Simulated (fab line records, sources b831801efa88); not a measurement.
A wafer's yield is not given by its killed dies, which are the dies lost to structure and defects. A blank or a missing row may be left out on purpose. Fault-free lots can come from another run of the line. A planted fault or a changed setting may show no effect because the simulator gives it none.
Problem report in the 8D (eight disciplines) form, filled by code + flow gf180mcu + the parts of the form that need people (team, actions taken, sign-off) are left out

1. WHAT WENT WRONG
Mean of heater-power-total-W at GF_POLY_GATE_PEB_08: 87.24 W across 6 wafers in 2 lots; on wafers with no fault it is 85.70 W (standard deviation 0.079). That is +19 standard deviations from the usual mean.
The step: peb time 90 s.
First observed at day 12 19:53: wafer L562.1, on litho-track-04. At this step, 42 wafers from 14 lots have a number in the record. Rule for "out" (also "out of limits"): further than 4 standard deviations from the usual mean. The rest of the wafers with a number are treated as sound.

2. WHAT IT IS, AND WHAT IT ISN'T
| question                    | is                     | is not                                                                                             |
|-----------------------------|------------------------|----------------------------------------------------------------------------------------------------|
| which readings at this step | heater-power-total-W   | -                                                                                                  |
| which lots                  | L562, L563             | L551, L552, L554, L555, L556, L557, L567, L568, L570, L572, L573, L574                             |
| which wafers of those lots  | all that have a number | -                                                                                                  |
| read on which tools         | litho-track-04         | litho-track-01, litho-track-03                                                                     |
| when                        | from day 12 19:53      | up to then (18 sound wafers); but 18 sound wafers of L567, L568, L570, L572, L573, L574 came after |

3. SUSPECTS, AND WHAT RULES EACH OUT
Counting: any tool at a process step up to the reading is kept as a suspect provided that every lot that is out went through it and no sound lot did after the first of them.
- litho-track-04 at GF_POLY_GATE_PEB_08 (peb time 90 s): kept. It ran every lot that is out, first L562 (day 12 19:53), and no sound lot after that; its last sound lot up to then is L556 (day 10 16:47). Its own heater-power-total-W readings are out on those wafers.
Remaining after the count: litho-track-04 at GF_POLY_GATE_PEB_08.

4. THE CAUSE (what the simulator had put in)
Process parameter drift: litho-track-04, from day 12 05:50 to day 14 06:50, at GF_POLY_GATE_PEB_08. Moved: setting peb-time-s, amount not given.
Only this tool survived the counting.

5. THE EFFECT CHAIN, in route order
One row per reading whose mean, taken over the struck wafers that have a number, lies over 3 standard deviations from the usual. Readings are gone through only where the record gives a usual standard deviation; hours: the median, over the lots, of the time from a lot's start at the first step in this table giving one to that lot's start at this step; sigmas: the change measured in usual standard deviations.
| hours | step                | reading              | usual   | on struck wafers | change | sigmas |
|-------|---------------------|----------------------|---------|------------------|--------|--------|
| 0     | GF_POLY_GATE_PEB_08 | heater-power-total-W | 85.70 W | 87.24            | +1.54  | +19    |
It contains these process steps:
- GF_POLY_GATE_PEB_08: peb time 90 s.
At these later measuring or inspecting steps, every struck wafer for which the step has a row has a number for every such reading, and none has moved that far: GF_PSD_CD_MEAS_07, GF_PSD_TW_MEAS_11.

6. HOW IT WOULD HAVE BEEN CAUGHT EARLIER
First out-of-limits reading in this record: day 12 19:53, which is 14 hours after fault onset at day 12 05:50.
